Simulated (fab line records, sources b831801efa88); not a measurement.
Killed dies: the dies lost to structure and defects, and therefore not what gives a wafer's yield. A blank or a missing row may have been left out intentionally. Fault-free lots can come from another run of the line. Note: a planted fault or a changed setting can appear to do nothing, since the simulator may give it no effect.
Which tool did it? / flow sky130 / 12 lots with 35 wafers sampled at 4 steps, on a route of 708 steps

## WHAT EACH GAUGE READ, for each wafer
SKY_FIELD_ISO_BOW_MEAS_00.
lot=L902; measured=day 1 10:00; on=film metro-01; INCOMING_BOW (um)=6 4 12
lot=L905; measured=day 2 01:01; on=film metro-03; INCOMING_BOW (um)=-1 1 -1
lot=L906; measured=day 2 06:00; on=film metro-01; INCOMING_BOW (um)=-2 0 -4
lot=L907; measured=day 2 11:00; on=film metro-02; INCOMING_BOW (um)=6 6 19
lot=L909; measured=day 2 21:02; on=film metro-01; INCOMING_BOW (um)=4 6 7
lot=L911; measured=day 3 07:01; on=film metro-02; INCOMING_BOW (um)=1 0 0
lot=L912; measured=day 3 12:00; on=film metro-03; INCOMING_BOW (um)=-6 -5 -15
lot=L913; measured=day 3 17:01; on=film metro-02; INCOMING_BOW (um)=-3 2 2
lot=L916; measured=day 4 08:01; on=film metro-03; INCOMING_BOW (um)=4 -7 -5
lot=L918; measured=day 4 18:02; on=film metro-01; INCOMING_BOW (um)=2 -10
lot=L919; measured=day 4 23:04; on=film metro-03; INCOMING_BOW (um)=2 5 10
lot=L924; measured=day 6 00:01; on=film metro-02; INCOMING_BOW (um)=3 7 -4

SKY_FIELD_ISO_THK_MEAS_04.
lot=L902; measured=day 1 14:21; on=film metro-01; FIELD_ISO_CVD_03_THK (nm)=164.7 165.2 164.5
lot=L905; measured=day 2 06:02; on=film metro-02; FIELD_ISO_CVD_03_THK (nm)=164.0 165.3 164.7
lot=L906; measured=day 2 12:38; on=film metro-02; FIELD_ISO_CVD_03_THK (nm)=166.4 165.8 165.0
lot=L907; measured=day 2 16:50; on=film metro-01; FIELD_ISO_CVD_03_THK (nm)=161.9 161.7 161.5
lot=L909; measured=day 3 02:27; on=film metro-02; FIELD_ISO_CVD_03_THK (nm)=166.1 166.8 167.3
lot=L911; measured=day 3 10:41; on=film metro-03; FIELD_ISO_CVD_03_THK (nm)=164.7 164.8 165.9
lot=L912; measured=day 3 16:27; on=film metro-03; FIELD_ISO_CVD_03_THK (nm)=165.2 166.3 163.1
lot=L913; measured=day 3 20:53; on=film metro-03; FIELD_ISO_CVD_03_THK (nm)=164.8 162.7 164.2
lot=L916; measured=day 4 12:35; on=film metro-02; FIELD_ISO_CVD_03_THK (nm)=160.9 161.3 161.7
lot=L918; measured=day 4 21:30; on=film metro-02; FIELD_ISO_CVD_03_THK (nm)=164.5 165.2
lot=L919; measured=day 5 05:45; on=film metro-01; FIELD_ISO_CVD_03_THK (nm)=163.1 163.1 163.8
lot=L924; measured=day 6 04:14; on=film metro-01; FIELD_ISO_CVD_03_THK (nm)=163.8 163.6 162.9

SKY_FIELD_ISO_THK_MEAS_25.
lot=L902; measured=day 2 07:05; on=film metro-02; FIELD_ISO_CVD_24_THK (nm)=589 594 594
lot=L905; measured=day 2 23:25; on=film metro-01; FIELD_ISO_CVD_24_THK (nm)=593 590 589
lot=L906; measured=day 3 05:43; on=film metro-03; FIELD_ISO_CVD_24_THK (nm)=600 590 599
lot=L907; measured=day 3 11:11; on=film metro-03; FIELD_ISO_CVD_24_THK (nm)=601 596 596
lot=L909; measured=day 3 20:22; on=film metro-03; FIELD_ISO_CVD_24_THK (nm)=593 600 585
lot=L911; measured=day 4 06:25; on=film metro-03; FIELD_ISO_CVD_24_THK (nm)=592 598 590
lot=L912; measured=day 4 12:02; on=film metro-03; FIELD_ISO_CVD_24_THK (nm)=592 595 594
lot=L913; measured=day 4 16:13; on=film metro-01; FIELD_ISO_CVD_24_THK (nm)=591 585 590
lot=L916; measured=day 5 08:30; on=film metro-03; FIELD_ISO_CVD_24_THK (nm)=590 835 599
lot=L918; measured=day 5 18:13; on=film metro-02; FIELD_ISO_CVD_24_THK (nm)=589 841
lot=L919; measured=day 6 01:53; on=film metro-01; FIELD_ISO_CVD_24_THK (nm)=844 605 602
lot=L924; measured=day 7 04:07; on=film metro-01; FIELD_ISO_CVD_24_THK (nm)=590 589 591

## TOOL THAT RAN EACH LOT (tool first, then ch and the chambers of the sampled wafers, then the start)
lot=L902; SKY_FIELD_ISO_CVD_24=hdpcvd-01 ch 0,1, day 2 07:01
lot=L905; SKY_FIELD_ISO_CVD_24=hdpcvd-01 ch 0,1,2, day 2 23:20
lot=L906; SKY_FIELD_ISO_CVD_24=hdpcvd-02 ch 0,2, day 3 05:38
lot=L907; SKY_FIELD_ISO_CVD_24=hdpcvd-02 ch 0,1, day 3 11:07
lot=L909; SKY_FIELD_ISO_CVD_24=hdpcvd-02 ch 0,1,2, day 3 20:16
lot=L911; SKY_FIELD_ISO_CVD_24=hdpcvd-02 ch 0,2, day 4 06:20
lot=L912; SKY_FIELD_ISO_CVD_24=hdpcvd-01 ch 0,1,2, day 4 11:58
lot=L913; SKY_FIELD_ISO_CVD_24=hdpcvd-02 ch 0,1,2, day 4 16:08
lot=L916; SKY_FIELD_ISO_CVD_24=hdpcvd-01 ch 0,1,2, day 5 08:23
lot=L918; SKY_FIELD_ISO_CVD_24=hdpcvd-01 ch 1,2, day 5 18:07
lot=L919; SKY_FIELD_ISO_CVD_24=hdpcvd-01 ch 0,1,2, day 6 01:49
lot=L924; SKY_FIELD_ISO_CVD_24=hdpcvd-02 ch 1,2, day 7 04:01
- SKY_FIELD_ISO_CVD_24: deposits SiO2, target thk 595 nm, time 99.2 s.

## AS READ BY THE TOOLS THEMSELVES (means over the sampled wafers that have a number; for cases with no such wafer, the mark the record gives instead)
SKY_FIELD_ISO_CVD_24.
lot=L902; tool=hdpcvd-01; susceptor temp C (C)=650.1
lot=L905; tool=hdpcvd-01; susceptor temp C (C)=650.1
lot=L906; tool=hdpcvd-02; susceptor temp C (C)=650.2
lot=L907; tool=hdpcvd-02; susceptor temp C (C)=649.9
lot=L909; tool=hdpcvd-02; susceptor temp C (C)=650.2
lot=L911; tool=hdpcvd-02; susceptor temp C (C)=650.1
lot=L912; tool=hdpcvd-01; susceptor temp C (C)=650.0
lot=L913; tool=hdpcvd-02; susceptor temp C (C)=649.9
lot=L916; tool=hdpcvd-01; susceptor temp C (C)=649.9
lot=L918; tool=hdpcvd-01; susceptor temp C (C)=650.0
lot=L919; tool=hdpcvd-01; susceptor temp C (C)=649.9
lot=L924; tool=hdpcvd-02; susceptor temp C (C)=650.0

## THE ANSWER, worked out from the rows above alone
Rule: what is usual is taken from the lots themselves. The widest of any qualifying gaps counts: lots, ordered by their means at a reading, are off when they make up no more than a third of the lots, leave a main group of 4 or more, and stand apart from it by 3 or more times the standard deviation of that group's means. A main group whose means are all the same, to the digits that the tables above print for the reading, isn't used. A lot without any number at a reading at which 4 lots or more have one is off too. Any other lot the step has rows for is counted as sound. Order of review: gauges by route order, followed by the tools' own readings, for which a lot's mean as printed above is used. The first step at which some lot is off is used, and at that step the reading that is off furthest; a lot without a number counts as furthest.
Off: L916, L918, L919, at SKY_FIELD_ISO_THK_MEAS_25 (FIELD_ISO_CVD_24_THK). Mean 593 nm and standard deviation 2.7 in the main group.
A tool fits if, at a process step before that reading, it ran every lot that is off, and no sound lot after the first of them. Gauges at SKY_FIELD_ISO_THK_MEAS_25: tried the same way as those tools. One candidate fits, namely hdpcvd-01 at SKY_FIELD_ISO_CVD_24. A fault onset in the window from L912 (day 4 11:58, its last sound lot) to L916 (day 5 08:23, its first lot off) fits.

## WHAT THE SIMULATOR PUT IN
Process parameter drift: hdpcvd-01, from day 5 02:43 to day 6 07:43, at SKY_FIELD_ISO_CVD_24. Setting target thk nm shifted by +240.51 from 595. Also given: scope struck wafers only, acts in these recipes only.
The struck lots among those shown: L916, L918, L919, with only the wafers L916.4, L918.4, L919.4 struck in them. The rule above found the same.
